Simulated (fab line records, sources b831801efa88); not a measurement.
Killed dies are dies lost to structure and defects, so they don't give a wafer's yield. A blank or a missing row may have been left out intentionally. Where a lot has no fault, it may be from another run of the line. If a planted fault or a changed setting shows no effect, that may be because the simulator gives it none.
Comparing a struck lot with a sound one :: flow sky130 :: 15 out of 708 route steps
Sound: these wafers, L334.4, L334.5, L334.6. Struck: wafer L335.4 (L335.1, L335.3, from the same lot, were not struck and are left out); the cause is given at the end.
Order at every step that has rows: each side's tool, ch and its chambers, its first start. Under that, the readings that differ: sound wafers :: struck wafers :: difference of the means :: sigmas: that difference in standard deviations of wafers without a fault.
alike: words and numbers the same on both sides, and readings whose means are apart by under 2 such deviations; not compared: readings that were withheld, readings missing a value for some wafer, numbers with overlapping values and no deviation given by the record, and bounds like >300 which may hide the same value.
Wherever a step has rows on one side only, a row that says differs or no value, or a row with sigmas, the two part there. When numbers do not overlap yet have no deviation, they are printed without sigmas and do not part them. A reading that every wafer of one side lacks parts them only if that side has two wafers or more.

SKY_VIA1_ETCH_14: etches BARC in N2/H2, stops on SiO2, time 45.9 s, target depth 60 nm.
  sound on rieDiel-03 ch 1,2,3, day 35 03:37; struck on rieDiel-04 ch 1, day 35 15:51
  alike: drypumpMotorCurrentA, oesProductAu, throttleValvePct
  not compared: rfHoursCounterH
SKY_VIA1_ETCH_15: etches SiO2 in C4F8/O2/Ar, stops on TiN, target depth 351 nm, time 54 s.
  sound on rieDiel-03 ch 1,2,3, day 35 03:40; struck on rieDiel-04 ch 1, day 35 15:53
  alike: oesProductAu
  not compared: rfHoursCounterH
SKY_VIA1_STRIP_16: strips in O2/N2.
  sound on plasmaAsher-01 ch 0,1, day 35 03:43; struck on plasmaAsher-03 ch 1, day 35 15:56
  alike: drypumpMotorCurrentA, oesProductAu, stripTimeToEndpointS
  not compared: rfHoursCounterH
then, 3 steps without rows for these wafers: SKY_VIA1_STRIP_17 (strips in post etch residue remover, time 1200 s); SKY_VIA1_CLEAN_18 (cleans in IPA, time 180 s); SKY_VIA1_CLEAN_19 (cleans in O3/DIW).
SKY_VIA1_SPUTTER_20: material TiN, target thk 20 nm, time 80 s.
  sound on pvdSputter-01 at day 35 04:17; struck on pvdSputter-02 at day 35 16:32
reading: throttleValvePct (%)
sound: 28.9 30.1 28.7
struck: 31.0
difference: +1.8
sigmas: +2
then, 1 step without rows for these wafers: SKY_VIA1_CVD_21 (deposits W, target thk 270 nm, time 80.902 s).
SKY_VIA1_RS_MEAS_22: a four-point-probe measurement.
  sound on filmMetro-02 at day 35 04:35; struck on filmMetro-02 at day 35 16:47
  alike: VIA1_W_RS
SKY_VIA1_THK_MEAS_23: measures by xrf.
  sound on filmMetro-02 at day 35 04:41; struck on filmMetro-02 at day 35 16:54
  alike: VIA1_W_THK
then, 2 steps without rows for these wafers: SKY_VIA1_CMP_24 (polishes, stops on SiO2, t overpolish 15 s, target thk 0 nm); SKY_METAL2_SPUTTER_00 (material Ti, target thk 15 nm, time 10 s).
SKY_METAL2_SPUTTER_01: material TiN, target thk 20 nm, time 16.7 s.
  sound on pvdSputter-01 at day 35 05:02; struck on pvdSputter-03 at day 35 17:17
reading: model.TiN_of_METAL2_SPUTTER_01.thkNm (nm)
sound: 19.69 19.48 19.69
struck: 13.58
difference: -6.04
sigmas: 
  alike: throttleValvePct
SKY_METAL2_SPUTTER_02: material AlCu, target thk 250 nm, time 13.3 s.
  sound on pvdSputter-01 at day 35 05:04; struck on pvdSputter-03 at day 35 17:18
  alike: throttleValvePct
-- the record jumps here: 11 days lie between the struck wafers' starts before and after (it left off in module METAL2 and takes up again in module PAD_OPEN, whose first step shown is number 708 of the route) --
SKY_PAD_OPEN_PROBE_99:
  sound on prober-02 at day 46 20:43; struck on prober-01 at day 47 04:08
  alike: defectLimitedYield, killed_at_M0_to_M3, killed_at_M4_up, killedAtContacts, killedAtFrontEnd, killedAtOther, killedDies, killedOnRim, killedOpen, killedShort

== WHERE THEY PART ==
SKY_VIA1_SPUTTER_20 only, going by this record. Later steps at which nothing parts them and some readings are alike: SKY_VIA1_RS_MEAS_22, SKY_VIA1_THK_MEAS_23, SKY_METAL2_SPUTTER_01, SKY_METAL2_SPUTTER_02, SKY_PAD_OPEN_PROBE_99.

WHY: what the simulator had put in
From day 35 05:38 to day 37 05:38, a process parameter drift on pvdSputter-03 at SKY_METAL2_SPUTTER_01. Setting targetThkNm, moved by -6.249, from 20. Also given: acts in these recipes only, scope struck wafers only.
